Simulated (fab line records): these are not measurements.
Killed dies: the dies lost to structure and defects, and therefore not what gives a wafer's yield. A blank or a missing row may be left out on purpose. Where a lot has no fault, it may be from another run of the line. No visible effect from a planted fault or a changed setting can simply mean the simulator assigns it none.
The tool behind it: which one? || flow gf180mcu || 12 lots, 36 wafers sampled, at 1 step of a route of 602

## WHAT THE GAUGES SHOWED, per wafer
GF_HV_LDD_TW_MEAS_38.
{"lot": "L075", "measured": "day 11 18:05", "on": "film-metro-01", "HV_LDD_3_TW": "1444 1435 1436"}
{"lot": "L077", "measured": "day 12 10:55", "on": "film-metro-02", "HV_LDD_3_TW": "1430 1434 1434"}
{"lot": "L079", "measured": "day 13 06:47", "on": "film-metro-02", "HV_LDD_3_TW": "1433 1433 1435"}
{"lot": "L081", "measured": "day 13 20:43", "on": "film-metro-04", "HV_LDD_3_TW": "1453 1447 1463"}
{"lot": "L083", "measured": "day 14 13:05", "on": "film-metro-01", "HV_LDD_3_TW": "1434 1427 1426"}
{"lot": "L084", "measured": "day 15 06:22", "on": "film-metro-01", "HV_LDD_3_TW": "1426 1424 1437"}
{"lot": "L087", "measured": "day 15 18:22", "on": "film-metro-04", "HV_LDD_3_TW": "1453 1454 1452"}
{"lot": "L089", "measured": "day 16 16:11", "on": "film-metro-04", "HV_LDD_3_TW": "1443 1447 1451"}
{"lot": "L091", "measured": "day 17 10:52", "on": "film-metro-04", "HV_LDD_3_TW": "1450 1444 1445"}
{"lot": "L093", "measured": "day 17 20:59", "on": "film-metro-02", "HV_LDD_3_TW": "1433 1428 1426"}
{"lot": "L095", "measured": "day 18 13:06", "on": "film-metro-04", "HV_LDD_3_TW": "1446 1435 1444"}
{"lot": "L097", "measured": "day 19 08:13", "on": "film-metro-02", "HV_LDD_3_TW": "1428 1428 1430"}

## TOOL THAT RAN EACH LOT (tool first, then ch and the chambers of the sampled wafers, then the start)
No process step before these readings appears in the record.

## THE ANSWER, worked out from the rows above alone
Rule: usual is defined by the lots themselves. Put in order of their means at a reading, lots are off if they are a third of the lots or fewer, leave a main group of 4 or more, and stand apart from it by a gap of 3 or more times the standard deviation of the main group's means; of several such gaps the widest counts. A main group is skipped when, at the precision printed for the reading in the tables above, its means are all equal. Also off: a lot with no number at a reading for which 4 or more lots have one. The other lots that the step has rows for count as sound.
Nothing can be told from this: no lot is off at any reading shown.

## WHAT THE SIMULATOR HAD PUT IN
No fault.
